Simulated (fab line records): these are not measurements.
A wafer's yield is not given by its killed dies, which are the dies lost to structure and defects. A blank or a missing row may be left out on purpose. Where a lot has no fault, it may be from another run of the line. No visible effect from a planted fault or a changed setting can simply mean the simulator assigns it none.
Split-lot experiment | flow gf180mcu | route with 602 steps; 5 lots, 23 wafers read

== ABOUT THE SPLIT ==
At GF_TOP_METAL_EXPOSE_11 (exposes mask MetalTop, target cd 440 nm), the setting dose-mj was moved away from the recipe's 170 on 5 of the 23 wafers read, by -2.9% to +3.1%. For the rest of the wafers, this setting stayed at what the recipe calls for.

== FROM THE SPLIT TO THE READING: what the file shows between them, 2 steps ==
- GF_TOP_METAL_PEB_12
- GF_TOP_METAL_DEVELOP_13: develop time 57.42 s

== THE READING ==
cd-nm at GF_TOP_METAL_CD_MEAS_14, given in nm (cd target 440 nm). A value of 442.0 nm with a standard deviation of 2.4 nm is what fault-free wafers of this fab line usually give.

wafer  | tool, chamber at the split | dose-mj as run | against the recipe | cd-nm, nm | against lot-mates on the recipe
L074.1 | iline-stepper-02, 0        | 170            | recipe             | 444.8     | -
L074.2 | iline-stepper-02, 0        | 170            | recipe             | 445.2     | -
L074.3 | iline-stepper-02, 0        | 170            | recipe             | 445.5     | -
L074.4 | iline-stepper-02, 0        | 170            | recipe             | 445.1     | -
L074.5 | iline-stepper-02, 0        | 170            | recipe             | 444.8     | -
L075.2 | iline-stepper-01, 0        | 170            | recipe             | 440.0     | -
L075.3 | iline-stepper-01, 0        | 170            | recipe             | 440.1     | -
L075.4 | iline-stepper-01, 0        | 165.1          | -2.9%              | 450.1     | +10.1
L075.5 | iline-stepper-01, 0        | 165.1          | -2.9%              | 447.6     | +7.6
L075.6 | iline-stepper-01, 0        | 165.1          | -2.9%              | 447.4     | +7.3
L082.1 | iline-stepper-01, 0        | 170            | recipe             | 442.1     | -
L082.2 | iline-stepper-01, 0        | 170            | recipe             | 441.2     | -
L082.3 | iline-stepper-01, 0        | 170            | recipe             | 444.7     | -
L082.4 | iline-stepper-01, 0        | 170            | recipe             | 445.1     | -
L082.5 | iline-stepper-01, 0        | 170            | recipe             | 442.9     | -
L084.1 | iline-stepper-01, 0        | 175.2          | +3.1%              | 432.7     | -8.0
L084.2 | iline-stepper-01, 0        | 170            | recipe             | 440.7     | -
L084.4 | iline-stepper-01, 0        | 175.2          | +3.1%              | 431.4     | -9.3
L084.5 | iline-stepper-01, 0        | 170            | recipe             | 439.9     | -
L084.6 | iline-stepper-01, 0        | 170            | recipe             | 441.6     | -
L085.1 | iline-stepper-01, 0        | 170            | recipe             | 443.9     | -
L085.3 | iline-stepper-01, 0        | 170            | recipe             | 442.5     | -
L085.5 | iline-stepper-01, 0        | 170            | recipe             | 444.2     | -

FIT RESULTS
A straight line over all 23 wafers: cd-nm changes by -2.63 nm for each +1% of dose-mj; r = -0.87; the points scatter about the line by 2.2 nm.
The same after taking each lot's own level away (the mean of its wafers on the recipe; 23 wafers): -2.86 nm for each +1%; r = -0.97; scatter 0.98 nm.
According to that fit, moving dose-mj by its largest amount changes the reading by 8.8 nm.
The span of the lots' own levels, 440.05 to 445.08 nm, comes to 2.1 times the standard deviation stated above.
The two slopes are in agreement: the lot-to-lot level therefore moves the slope only a little.
Check: -9.02 nm against its lot-mates is what the line predicts for one of the wafers moved furthest among these (+3.1%) when that wafer is left out of the fit. It came out at -8.03 nm against them.

== FURTHER SPLITS ON THESE WAFERS ==
These wafers also went through other splits before the reading. Each is held against what the fit with the lots' levels taken away leaves over:
other split on the same wafers | wafers away from the commonest value | r with cd-nm (lot level and that fit taken away)
GF_TOP_METAL_SPUTTER_04 time-s | 5                                    | +0.00

== THE WHOLE CHAIN: every reading that the file lists as answering this split, in the file's order ==
step                    | what it does         | reading                                                          | change (the file's fit)              | r (the file's)
GF_TOP_METAL_DEVELOP_13 | develop time 57.42 s | TOP_METAL.cd-nm (the simulator's own value, which no gauge read) | -2.87 nm for each +1% of the setting | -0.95
GF_TOP_METAL_CD_MEAS_14 | target cd 440 nm     | cd-nm                                                            | -2.87 nm for each +1% of the setting | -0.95

== FILE'S OWN FIT ==
cd-nm changes by -2.87 nm for each +1% of dose-mj, r = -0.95.
